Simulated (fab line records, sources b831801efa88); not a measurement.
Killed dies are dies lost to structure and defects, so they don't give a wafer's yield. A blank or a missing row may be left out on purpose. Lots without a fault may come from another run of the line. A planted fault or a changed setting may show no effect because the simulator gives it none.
A struck lot beside a sound one | flow sky130 | 15 steps out of a route of 708
Sound: wafers L858.1, L858.2, L858.4. Struck: wafers L861.1, L861.4, L861.5. The cause comes at the end.
At each step with rows: each side's tool, then ch and its chambers, then its first start. Under that, the readings that differ: sound wafers | struck wafers | difference of the means | sigmas: that difference in standard deviations of wafers without a fault.
alike: readings whose means differ by less than 2 such deviations, and words and numbers that are the same on both sides. not compared: withheld readings, readings that some wafer has no value for, bounds like >300 that may hide the same value, and numbers for which the record gives no deviation and whose values overlap.
The two part at a step that has a row with sigmas, a row that says differs or no value, or rows on one side only. Numbers that don't overlap but have no deviation are shown without sigmas and don't part them. A reading that every wafer of one side lacks parts them only if that side has two wafers or more.

SKY_VT_ADJUST_LVTN_OVL_MEAS_07:
  sound on overlay-02, day 9 13:08; struck on overlay-01, day 9 18:56
  reading                 | sound          | struck      | difference | sigmas
  VT_ADJUST_LVTN_OVL (nm) | -3.4 -2.4 -4.1 | 1.7 0.8 2.2 | +4.9       | +3
then, 1 step without rows for these wafers: SKY_VT_ADJUST_LVTN_IMPLANT_08.
SKY_VT_ADJUST_LVTN_STRIP_09: strips in O2/N2.
  sound on plasma_asher-02 ch 0,1, day 9 13:19; struck on plasma_asher-03 ch 0,1, day 9 19:07
  alike: drypump_motor_current_A, oes_product_au, strip_time_to_endpoint_s
  not compared: rf_hours_counter_h
SKY_VT_ADJUST_LVTN_TW_MEAS_10:
  sound on film_metro-01, day 9 13:25; struck on film_metro-03, day 9 19:13
  alike: VT_ADJUST_LVTN_TW
then, 7 steps without rows for these wafers: SKY_VT_ADJUST_LVTN_DEHYDRATE_11 (time 60 s); SKY_VT_ADJUST_LVTN_HMDS_12 (prime time 60 s); SKY_VT_ADJUST_LVTN_COAT_13 (resist thk 1140 nm); SKY_VT_ADJUST_LVTN_SOFTBAKE_14 (time 60 s); SKY_VT_ADJUST_LVTN_EXPOSE_15 (exposes mask HVN STD DERIVED, target cd 600 nm); SKY_VT_ADJUST_LVTN_PEB_16; SKY_VT_ADJUST_LVTN_DEVELOP_17 (develop time 60 s).
SKY_VT_ADJUST_LVTN_OVL_MEAS_18:
  sound on overlay-02, day 10 11:23; struck on overlay-01, day 10 17:56
  alike: VT_ADJUST_LVTN_01_OVL
SKY_VT_ADJUST_LVTN_IMPLANT_19:
  sound on implanter-03 ch 0, day 10 11:25; struck on implanter-03 ch 0, day 10 17:58
  reading                   | sound                | struck               | difference | sigmas
  beam_energy_keV           | 29.988 29.989 29.989 | 30.494 30.490 30.506 | +0.508     | +59
  model.implant.drp_nm (nm) | 42.97 42.97 42.97    | 43.5 43.5 43.5       | +0.5       |
SKY_VT_ADJUST_LVTN_STRIP_20: strips in O2/N2.
  sound on plasma_asher-03 ch 0,1, day 10 11:34; struck on plasma_asher-03 ch 0,1, day 10 18:07
  alike: drypump_motor_current_A, oes_product_au, strip_time_to_endpoint_s
  not compared: rf_hours_counter_h
then, 1 step without rows for these wafers: SKY_PAD_OPEN_PROBE_99.

WHERE THEY PART
First at SKY_VT_ADJUST_LVTN_OVL_MEAS_07; last, within this record, at SKY_VT_ADJUST_LVTN_IMPLANT_19. Later steps at which nothing parts them and some readings are alike: SKY_VT_ADJUST_LVTN_STRIP_20.

WHY: what the simulator had put in
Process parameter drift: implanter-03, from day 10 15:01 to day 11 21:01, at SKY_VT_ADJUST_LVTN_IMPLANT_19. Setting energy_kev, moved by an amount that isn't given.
